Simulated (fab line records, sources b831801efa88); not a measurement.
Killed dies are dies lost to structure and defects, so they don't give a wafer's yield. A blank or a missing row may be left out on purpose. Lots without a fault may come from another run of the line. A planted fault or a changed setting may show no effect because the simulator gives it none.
fab line records | flow sky130
record lots=24 wafers=72 last_day=50
route steps=708 shown VT_ADJUST_LVTN@118 SONOS_TUNNEL@162 SONOS_ONO@171 LDD_N@254 LOCAL_INTERCONNECT@399
lots that met no fault: from a run of the same line without faults
start_h: hours from the record's first day to the start of the lot's first wafer shown | wait_h: hours since the lot's step before | " the same as in the row above | L1.1+2: a row that stands for several wafers | - no value, or no start given | * or withheld: withheld | < > ~ a bound
route shown NAME@n: a module of which the file shows steps, and the number in the route of the first | usual: mean/standard deviation of fault-free wafers | same: alike in all rows | chamber/n: place in a boat | sites: the reading at each site | _std_site: their standard deviation | _edge_site: outer sites' mean less inner sites' | radius_mm: how far each site lies from the wafer's centre | mask NAME#n: copy n | behind: the tool/chamber that last shaped the wafer | hold: why the lot was held/for how many hours/how that ended | device: the transistor (n, p or np) that didn't switch | end of line: the same wafers' tests at the end of the route | a step without rows: its recipe alone | killed: dies lost to structure and defects at the first sort, not the wafer's yield | map: a wafer's dies, x killed, . not, _ none there
set.NAME: the setting as run; set.NAME@STEP: as run at that earlier step | model.NAME: the simulator's own value behind a step, which no gauge read
steps of the route over a sample of lots; a table a step, a row a wafer
## steps
# step SKY_VT_ADJUST_LVTN_TW_MEAS_21
# usual VT_ADJUST_LVTN_2_TW=186.4/1.3
# columns lot.wafer tool chamber start_h wait_h VT_ADJUST_LVTN_2_TW
L074.3 film_metro-03 - 163.10 0.1 187.1
L074.5 " - " " 187.4
L074.6 " - " " 188.9
L075.1 film_metro-02 - 171.73 0.1 186.1
L075.4 " - " " 184.9
L075.6 " - " " 186.1
L076.1 film_metro-02 - 179.20 0.1 185.8
L076.2 " - " " 185.5
L076.6 " - " " 186.7
L077.1 film_metro-01 - 183.02 0.1 185.5
L077.4 " - " " 185.0
L077.5 " - " " 184.4
L078.1 film_metro-02 - 190.13 0.1 185.9
L078.3 " - " " 186.8
L078.6 " - " " 186.9
L079.3 film_metro-01 - 196.70 0.1 185.1
L079.4 " - " " 184.8
L079.5 " - " " 185.5
L080.2 film_metro-02 - 203.99 0.1 184.7
L080.5 " - " " 185.8
L080.6 " - " " 185.9
L081.3 film_metro-01 - 209.30 0.1 184.1
L081.5 " - " " 184.9
L081.6 " - " " 184.4
L082.2 film_metro-02 - 213.34 0.1 185.7
L082.5 " - " " 186.3
L082.6 " - " " 185.9
L084.1 film_metro-02 - 227.46 0.1 186.3
L084.5 " - " " 186.1
L084.6 " - " " 186.4
L083.1 film_metro-03 - 232.46 0.1 187.9
L083.2 " - " " 187.8
L083.4 " - " " 187.1
L085.3 film_metro-01 - 234.98 0.1 185.8
L085.5 " - " " 187.6
L085.6 " - " " 186.7
L086.1 film_metro-01 - 239.93 0.1 186.0
L086.2 " - " " 185.0
L086.4 " - " " 186.5
L087.2 film_metro-03 - 249.19 0.1 188.5
L087.3 " - " " 188.1
L087.5 " - " " 188.9
L088.1 film_metro-03 - 254.66 0.1 187.6
L088.2 " - " " 188.2
L088.4 " - " " 187.9
L089.2 film_metro-01 - 261.82 0.1 187.9
L089.5 " - " " 186.8
L089.6 " - " " 185.8
L090.2 film_metro-02 - 271.89 0.1 185.9
L090.4 " - " " 188.1
L090.5 " - " " 185.8
L091.3 film_metro-02 - 278.64 0.1 186.4
L091.4 " - " " 187.2
L091.5 " - " " 186.8
L092.2 film_metro-03 - 286.44 0.1 187.2
L092.4 " - " " 186.8
L092.6 " - " " 187.7
L093.1 film_metro-02 - 291.61 0.1 186.8
L093.2 " - " " 185.7
L093.6 " - " " 186.7
L094.1 film_metro-03 - 293.78 0.1 189.0
L094.3 " - " " 188.4
L094.6 " - " " 189.3
L095.1 film_metro-01 - 299.53 0.1 185.3
L095.3 " - " " 185.5
L095.5 " - " " 184.5
L096.3 film_metro-01 - 311.15 0.1 185.6
L096.5 " - " " 184.4
L096.6 " - " " 186.1
L097.1 film_metro-01 - 315.23 0.1 185.5
L097.2 " - " " 185.1
L097.5 " - " " 184.1
# step SKY_SONOS_TUNNEL_OVL_MEAS_08
# usual SONOS_TUNNEL_OVL=-1.2/1.5
# columns lot.wafer tool chamber start_h wait_h SONOS_TUNNEL_OVL[nm]
L074.3 overlay-02 - 249.10 0.1 0.5
L074.5 " - " " 0.9
L074.6 " - " " -0.5
L075.1 overlay-01 - 260.37 0.1 -1.2
L075.4 " - " " -1.2
L075.6 " - " " 0.2
L076.1 overlay-02 - 269.02 0.1 -5.4
L076.2 " - " " -2.5
L076.6 " - " " -3.8
L077.1 overlay-01 - 273.02 0.1 -0.8
L077.4 " - " " -0.6
L077.5 " - " " -1.9
L078.1 overlay-01 - 280.92 0.1 0.8
L078.3 " - " " -0.3
L078.6 " - " " 0.6
L079.3 overlay-02 - 289.03 0.1 -2.3
L079.4 " - " " -3.5
L079.5 " - " " -3.6
L080.2 overlay-02 - 295.97 0.1 -2.2
L080.5 " - " " -1.0
L080.6 " - " " -2.3
L081.3 overlay-02 - 300.63 0.1 0.7
L081.5 " - " " 1.5
L081.6 " - " " 1.1
L082.2 overlay-02 - 304.67 0.1 -2.3
L082.5 " - " " -1.5
L082.6 " - " " -2.5
L084.1 overlay-01 - 323.22 0.1 -4.0
L084.5 " - " " -3.7
L084.6 " - " " -3.1
L083.1 overlay-01 - 327.79 0.1 -0.7
L083.2 " - " " -1.2
L083.4 " - " " -3.2
L085.3 overlay-01 - 330.30 0.1 0.5
L085.5 " - " " -0.6
L085.6 " - " " -0.9
L086.1 overlay-02 - 337.52 0.1 -1.2
L086.2 " - " " -0.5
L086.4 " - " " -0.2
L087.2 overlay-01 - 346.55 0.1 -3.3
L087.3 " - " " -1.3
L087.5 " - " " -1.3
L088.1 overlay-01 - 354.29 0.1 0.0
L088.2 " - " " 1.1
L088.4 " - " " -0.5
L089.2 overlay-02 - 361.77 0.1 -1.5
L089.5 " - " " -0.8
L089.6 " - " " -2.4
L090.2 overlay-01 - 372.87 0.1 -1.7
L090.4 " - " " -3.1
L090.5 " - " " -2.2
L091.3 overlay-01 - 381.60 0.1 -1.6
L091.4 " - " " -0.1
L091.5 " - " " -0.4
L092.2 overlay-02 - 390.57 0.1 0.9
L092.4 " - " " -0.6
L092.6 " - " " 0.8
L093.1 overlay-02 - 398.24 0.1 -0.6
L093.2 " - " " 0.1
L093.6 " - " " -2.0
L094.1 overlay-02 - 404.14 0.1 -2.1
L094.3 " - " " -1.5
L094.6 " - " " -1.4
L095.1 overlay-01 - 409.99 0.1 -0.9
L095.3 " - " " -1.2
L095.5 " - " " -0.6
L096.3 overlay-02 - 426.48 0.1 -2.4
L096.5 " - " " -4.0
L096.6 " - " " -3.5
L097.1 overlay-02 - 429.22 0.1 -2.9
L097.2 " - " " -1.1
L097.5 " - " " -2.0
# step SKY_SONOS_ONO_THK_MEAS_03
# recipe reads=Si3N4_of_SONOS_ONO_CVD_02
# usual SONOS_ONO_CVD_02_THK=10.42/0.12
# columns lot.wafer tool chamber start_h wait_h SONOS_ONO_CVD_02_THK[nm]
L074.3 film_metro-03 - 252.12 0.0 10.59
L074.5 " - " " 10.54
L074.6 " - " " 10.57
L075.1 film_metro-01 - 265.99 0.0 10.56
L075.4 " - " " 10.45
L075.6 " - " " 10.51
L076.1 film_metro-01 - 300.96 0.0 10.53
L076.2 " - " " 10.41
L076.6 " - " " 10.60
L077.1 film_metro-04 - 300.96 0.0 10.35
L077.4 " - " " 10.43
L077.5 " - " " 10.41
L078.1 film_metro-03 - 300.96 0.0 10.45
L078.3 " - " " 10.38
L078.6 " - " " 10.38
L080.2 film_metro-04 - 301.03 0.1 10.30
L080.5 " - " " 10.36
L080.6 " - " " 10.34
L079.3 film_metro-01 - 301.04 0.1 10.37
L079.4 " - " " 10.52
L079.5 " - " " 10.35
L082.2 film_metro-03 - 308.15 0.0 10.43
L082.5 " - " " 10.32
L082.6 " - " " 10.38
L081.3 film_metro-01 - 308.16 0.0 10.11
L081.5 " - " " 10.25
L081.6 " - " " 10.20
L084.1 film_metro-04 - 326.55 0.0 10.44
L084.5 " - " " 10.52
L084.6 " - " " 10.44
L083.1 film_metro-04 - 330.77 0.0 10.41
L083.2 " - " " 10.49
L083.4 " - " " 10.43
L085.3 film_metro-04 - 338.07 0.0 10.35
L085.5 " - " " 10.44
L085.6 " - " " 10.33
L086.1 film_metro-01 - 341.79 0.0 10.22
L086.2 " - " " 10.18
L086.4 " - " " 10.34
L087.2 film_metro-04 - 351.89 0.0 10.43
L087.3 " - " " 10.49
L087.5 " - " " 10.50
L088.1 film_metro-04 - 358.56 0.0 10.45
L088.2 " - " " 10.53
L088.4 " - " " 10.49
L089.2 film_metro-03 - 366.07 0.0 10.30
L089.5 " - " " 10.32
L089.6 " - " " 10.35
L090.2 film_metro-03 - 375.86 0.0 10.52
L090.4 " - " " 10.49
L090.5 " - " " 10.48
L091.3 film_metro-01 - 384.76 0.0 10.29
L091.4 " - " " 10.31
L091.5 " - " " 10.19
L092.2 film_metro-04 - 395.14 0.0 10.41
L092.4 " - " " 10.38
L092.6 " - " " 10.34
L093.1 film_metro-04 - 406.22 0.0 10.46
L093.2 " - " " 10.23
L093.6 " - " " 10.31
L094.1 film_metro-03 - 408.48 0.0 10.57
L094.3 " - " " 10.53
L094.6 " - " " 10.61
L095.1 film_metro-03 - 414.53 0.0 10.52
L095.3 " - " " 10.52
L095.5 " - " " 10.51
L096.3 film_metro-03 - 429.72 0.0 10.38
L096.5 " - " " 10.55
L096.6 " - " " 10.35
L097.1 film_metro-01 - 432.86 0.0 10.35
L097.2 " - " " 10.57
L097.5 " - " " 10.32
# step SKY_SONOS_ONO_OVL_MEAS_14
# usual SONOS_ONO_OVL=-1.4/1.4
# columns lot.wafer tool chamber start_h wait_h SONOS_ONO_OVL[nm]
L074.3 overlay-01 - 277.58 0.1 0.4
L074.5 " - " " -0.6
L074.6 " - " " -0.7
L075.1 overlay-02 - 290.87 0.1 -2.3
L075.4 " - " " -1.2
L075.6 " - " " 0.0
L076.1 overlay-01 - 328.12 0.1 -1.0
L076.2 " - " " -1.1
L076.6 " - " " -1.7
L078.1 overlay-02 - 328.42 0.1 -1.0
L078.3 " - " " -0.2
L078.6 " - " " -1.6
L077.1 overlay-01 - 328.56 0.1 -1.2
L077.4 " - " " -1.3
L077.5 " - " " -2.6
L079.3 overlay-01 - 329.78 0.1 -2.1
L079.4 " - " " -2.4
L079.5 " - " " -2.5
L080.2 overlay-02 - 329.91 0.1 -1.7
L080.5 " - " " -1.9
L080.6 " - " " 0.1
L081.3 overlay-02 - 336.33 0.1 -1.7
L081.5 " - " " -1.7
L081.6 " - " " -3.0
L082.2 overlay-01 - 336.51 0.1 -1.3
L082.5 " - " " 0.6
L082.6 " - " " -0.5
L084.1 overlay-02 - 354.26 0.1 -3.7
L084.5 " - " " -3.3
L084.6 " - " " -2.5
L083.1 overlay-01 - 357.36 0.1 -2.5
L083.2 " - " " -1.4
L083.4 " - " " -2.6
L085.3 overlay-02 - 366.73 0.1 0.7
L085.5 " - " " 0.6
L085.6 " - " " 1.0
L086.1 overlay-02 - 370.97 0.1 -1.5
L086.2 " - " " -1.1
L086.4 " - " " -0.5
L087.2 overlay-02 - 381.27 0.1 -5.3
L087.3 " - " " -5.5
L087.5 " - " " -5.2
L088.1 overlay-02 - 387.32 0.1 -0.7
L088.2 " - " " -1.1
L088.4 " - " " -2.6
L089.2 overlay-02 - 396.52 0.1 -1.2
L089.5 " - " " 0.2
L089.6 " - " " 0.7
L090.2 overlay-01 - 405.66 0.1 -3.5
L090.4 " - " " -2.1
L090.5 " - " " -3.5
L091.3 overlay-01 - 414.78 0.1 -1.2
L091.4 " - " " -2.0
L091.5 " - " " -1.2
L092.2 overlay-01 - 425.82 0.1 -1.2
L092.4 " - " " -0.8
L092.6 " - " " -1.3
L093.1 overlay-02 - 437.92 0.1 -0.7
L093.2 " - " " 0.3
L093.6 " - " " -0.1
L094.1 overlay-02 - 440.81 0.1 -1.2
L094.3 " - " " -1.5
L094.6 " - " " -2.4
L095.1 overlay-02 - 447.06 0.1 -1.4
L095.3 " - " " -1.3
L095.5 " - " " -1.9
L096.3 overlay-01 - 461.83 0.1 -2.0
L096.5 " - " " -1.5
L096.6 " - " " -2.0
L097.1 overlay-02 - 465.66 0.1 -1.8
L097.2 " - " " 0.0
L097.5 " - " " -0.4
# step SKY_LDD_N_TW_MEAS_17
# usual LDD_N_TW=2575/20
# columns lot.wafer tool chamber start_h wait_h LDD_N_TW
L074.3 film_metro-01 - 393.59 0.1 2533
L074.5 " - " " 2519
L074.6 " - " " 2518
L075.1 film_metro-03 - 406.43 0.1 2580
L075.4 " - " " 2581
L075.6 " - " " 2580
L076.1 film_metro-03 - 455.03 0.1 2589
L076.2 " - " " 2591
L076.6 " - " " 2571
L077.1 film_metro-01 - 455.07 0.1 2540
L077.4 " - " " 2547
L077.5 " - " " 2549
L078.1 film_metro-01 - 456.27 0.1 2541
L078.3 " - " " 2537
L078.6 " - " " 2549
L080.2 film_metro-04 - 465.39 0.1 2613
L080.5 " - " " 2586
L080.6 " - " " 2600
L079.3 film_metro-03 - 465.70 0.1 2583
L079.4 " - " " 2588
L079.5 " - " " 2605
L082.2 film_metro-01 - 469.49 0.1 2561
L082.5 " - " " 2541
L082.6 " - " " 2546
L081.3 film_metro-03 - 471.00 0.1 2611
L081.5 " - " " 2590
L081.6 " - " " 2592
L084.1 film_metro-03 - 483.28 0.1 2580
L084.5 " - " " 2576
L084.6 " - " " 2586
L083.1 film_metro-03 - 489.87 0.1 2572
L083.2 " - " " 2565
L083.4 " - " " 2578
L085.3 film_metro-03 - 495.95 0.1 2573
L085.5 " - " " 2592
L085.6 " - " " 2584
L086.1 film_metro-03 - 502.63 0.1 2571
L086.2 " - " " 2558
L086.4 " - " " 2595
L087.2 film_metro-04 - 512.94 0.1 2591
L087.3 " - " " 2602
L087.5 " - " " 2586
L088.1 film_metro-03 - 516.68 0.1 2573
L088.2 " - " " 2585
L088.4 " - " " 2594
L089.2 film_metro-03 - 527.44 0.1 2581
L089.5 " - " " 2596
L089.6 " - " " 2575
L090.2 film_metro-03 - 540.84 0.1 2596
L090.4 " - " " 2593
L090.5 " - " " 2585
L091.3 film_metro-04 - 546.49 0.1 2587
L091.4 " - " " 2598
L091.5 " - " " 2577
L092.2 film_metro-04 - 557.84 0.1 2589
L092.4 " - " " 2579
L092.6 " - " " 2579
L093.1 film_metro-01 - 568.57 0.1 2571
L093.2 " - " " 2565
L093.6 " - " " 2566
L094.1 film_metro-01 - 572.67 0.1 2553
L094.3 " - " " 2547
L094.6 " - " " 2560
L095.1 film_metro-01 - 577.73 0.1 2567
L095.3 " - " " 2571
L095.5 " - " " 2566
L096.3 film_metro-01 - 591.70 0.1 2562
L096.5 " - " " 2579
L096.6 " - " " 2577
L097.1 film_metro-03 - 595.88 0.1 2581
L097.2 " - " " 2585
L097.5 " - " " 2569
# step SKY_LOCAL_INTERCONNECT_OVL_MEAS_12
# usual LOCAL_INTERCONNECT_OVL=-1/5.3
# columns lot.wafer tool chamber start_h wait_h LOCAL_INTERCONNECT_OVL[nm]
L074.3 overlay-01 - 697.87 0.1 -1
L074.5 " - " " -1
L074.6 " - " " -3
L075.1 overlay-02 - 706.89 0.1 4
L075.4 " - " " 2
L075.6 " - " " -4
L076.1 overlay-02 - 748.44 0.1 5
L076.2 " - " " 0
L076.6 " - " " -2
L078.1 overlay-01 - 750.52 0.1 -11
L078.3 " - " " -5
L078.6 " - " " -6
L077.1 overlay-02 - 752.07 0.1 -9
L077.4 " - " " -3
L077.5 " - " " -9
L080.2 overlay-02 - 760.07 0.1 0
L080.5 " - " " 10
L080.6 " - " " -3
L079.3 overlay-01 - 761.25 0.1 -3
L079.4 " - " " -4
L079.5 " - " " -3
L082.2 overlay-02 - 768.95 0.1 -7
L082.5 " - " " -5
L082.6 " - " " -1
L081.3 overlay-02 - 769.90 0.1 4
L081.5 " - " " 5
L081.6 " - " " -1
L084.1 overlay-02 - 777.29 0.1 1
L084.5 " - " " 1
L084.6 " - " " 4
L083.1 overlay-02 - 782.57 0.1 -9
L083.2 " - " " -6
L083.4 " - " " -1
L085.3 overlay-01 - 786.40 0.1 1
L085.5 " - " " 5
L085.6 " - " " -1
L086.1 overlay-01 - 791.89 0.1 9
L086.2 " - " " 1
L086.4 " - " " 0
L087.2 overlay-02 - 804.35 0.1 -4
L087.3 " - " " -9
L087.5 " - " " 2
L088.1 overlay-01 - 805.02 0.1 7
L088.2 " - " " 8
L088.4 " - " " 2
L089.2 overlay-01 - 815.51 0.1 1
L089.5 " - " " 0
L089.6 " - " " 7
L090.2 overlay-02 - 825.31 0.1 4
L090.4 " - " " 4
L090.5 " - " " -3
L091.3 overlay-01 - 829.95 0.1 0
L091.4 " - " " -4
L091.5 " - " " -7
L092.2 overlay-01 - 842.46 0.1 -1
L092.4 " - " " 4
L092.6 " - " " 0
L093.1 overlay-01 - 850.34 0.1 -2
L093.2 " - " " 3
L093.6 " - " " 11
L094.1 overlay-01 - 852.82 0.1 -12
L094.3 " - " " -16
L094.6 " - " " -10
L095.1 overlay-01 - 857.56 0.1 -6
L095.3 " - " " -8
L095.5 " - " " -3
L096.3 overlay-02 - 872.00 0.1 -2
L096.5 " - " " 3
L096.6 " - " " 1
L097.1 overlay-02 - 872.69 0.1 -5
L097.2 " - " " -4
L097.5 " - " " -3
## key
fault none
